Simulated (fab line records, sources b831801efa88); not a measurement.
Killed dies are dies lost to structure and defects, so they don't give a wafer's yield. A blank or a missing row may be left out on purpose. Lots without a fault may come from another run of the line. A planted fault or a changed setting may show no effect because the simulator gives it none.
Split-lot experiment | flow sfq_line | 5 lots, 23 wafers read, on a route of 325 steps

THE SPLIT
At SFQ_TRILAYER_I1_VIA_LITHO_COAT_054 (resist thk 62 nm), the setting resist_thk_nm was moved away from the recipe's 62 nm on 12 of the 23 wafers read, by -3.6% to -1.5%. The other wafers ran this setting at the recipe's value.

The reading is taken at the split's own step.

THE READING
BARC_of_TRILAYER_I1_VIA_LITHO_COAT_054.thk_nm (the simulator's own value, which no gauge read), in nm, at SFQ_TRILAYER_I1_VIA_LITHO_COAT_054 (resist thk 62 nm). The file gives no usual value for it. The 11 wafers here that ran the recipe average 61.95 nm, standard deviation 0.21 nm.

wafer  | tool, chamber at the split | resist_thk_nm as run, nm | against the recipe | BARC_of_TRILAYER_I1_VIA_LITHO_COAT_054.thk_nm, nm | against lot-mates on the recipe
L074.2 | litho_track-01, 0          | 62                       | recipe             | 61.95                                             | -
L074.3 | litho_track-01, 0          | 60.96                    | -1.7%              | 60.66                                             | -1.17
L074.4 | litho_track-01, 0          | 60.96                    | -1.7%              | 60.89                                             | -0.94
L074.5 | litho_track-01, 0          | 60.96                    | -1.7%              | 60.77                                             | -1.06
L074.6 | litho_track-01, 0          | 62                       | recipe             | 61.71                                             | -
L079.1 | litho_track-03, 0          | 62                       | recipe             | 61.98                                             | -
L079.3 | litho_track-03, 0          | 62                       | recipe             | 61.83                                             | -
L079.6 | litho_track-03, 0          | 62                       | recipe             | 62.13                                             | -
L081.1 | litho_track-01, 0          | 62                       | recipe             | 61.98                                             | -
L081.2 | litho_track-01, 0          | 59.91                    | -3.4%              | 59.97                                             | -1.95
L081.3 | litho_track-01, 0          | 62                       | recipe             | 61.86                                             | -
L081.4 | litho_track-01, 0          | 59.91                    | -3.4%              | 59.86                                             | -2.06
L081.6 | litho_track-01, 0          | 59.91                    | -3.4%              | 59.94                                             | -1.98
L084.1 | litho_track-03, 0          | 62                       | recipe             | 62.28                                             | -
L084.3 | litho_track-03, 0          | 62                       | recipe             | 62.33                                             | -
L084.4 | litho_track-03, 0          | 61.05                    | -1.5%              | 61.24                                             | -1.06
L084.5 | litho_track-03, 0          | 61.05                    | -1.5%              | 61.14                                             | -1.16
L084.6 | litho_track-03, 0          | 61.05                    | -1.5%              | 61.1                                              | -1.20
L085.2 | litho_track-01, 0          | 62                       | recipe             | 61.69                                             | -
L085.6 | litho_track-01, 0          | 62                       | recipe             | 61.69                                             | -
L085.3 | litho_track-01, 0          | 59.78                    | -3.6%              | 59.38                                             | -2.31
L085.4 | litho_track-01, 0          | 59.78                    | -3.6%              | 59.68                                             | -2.01
L085.5 | litho_track-01, 0          | 59.78                    | -3.6%              | 59.46                                             | -2.23

THE FIT
A straight line over all 23 wafers: BARC_of_TRILAYER_I1_VIA_LITHO_COAT_054.thk_nm changes by +0.644 nm for each +1% of resist_thk_nm; r = +0.98; the points scatter about the line by 0.2 nm.
The same after taking each lot's own level away (the mean of its wafers on the recipe; 23 wafers): +0.606 nm for each +1%; r = +0.99; scatter 0.12 nm.
On that fit, the largest move of resist_thk_nm shifts the reading by 2.2 nm.
The lots' own levels span 61.690 to 62.305 nm, that is 2.9 times the standard deviation above.
So the lot-to-lot level changes the slope little: the two slopes agree.
Check: with one of the wafers moved furthest among these (-3.6%) left out of the fit, the line predicts -2.18 nm for it against its lot-mates. It came out at -2.31 nm against them.

OTHER SPLITS ON THESE WAFERS
These wafers also went through other splits before the reading. Each is held against what the fit with the lots' levels taken away leaves over:
other split on the same wafers                 | wafers away from the commonest value | r with BARC_of_TRILAYER_I1_VIA_LITHO_COAT_054.thk_nm (lot level and that fit taken away)
SFQ_TRILAYER_M1_LITHO_PEB_042 peb_temp_c       | 10                                   | -0.14
SFQ_TRILAYER_I1_CMP_CMP_046 leave_above_ref_nm | 7                                    | -0.40

THE FILE'S OWN FIT
BARC_of_TRILAYER_I1_VIA_LITHO_COAT_054.thk_nm changes by +0.615 nm for each +1% of resist_thk_nm, r = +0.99.
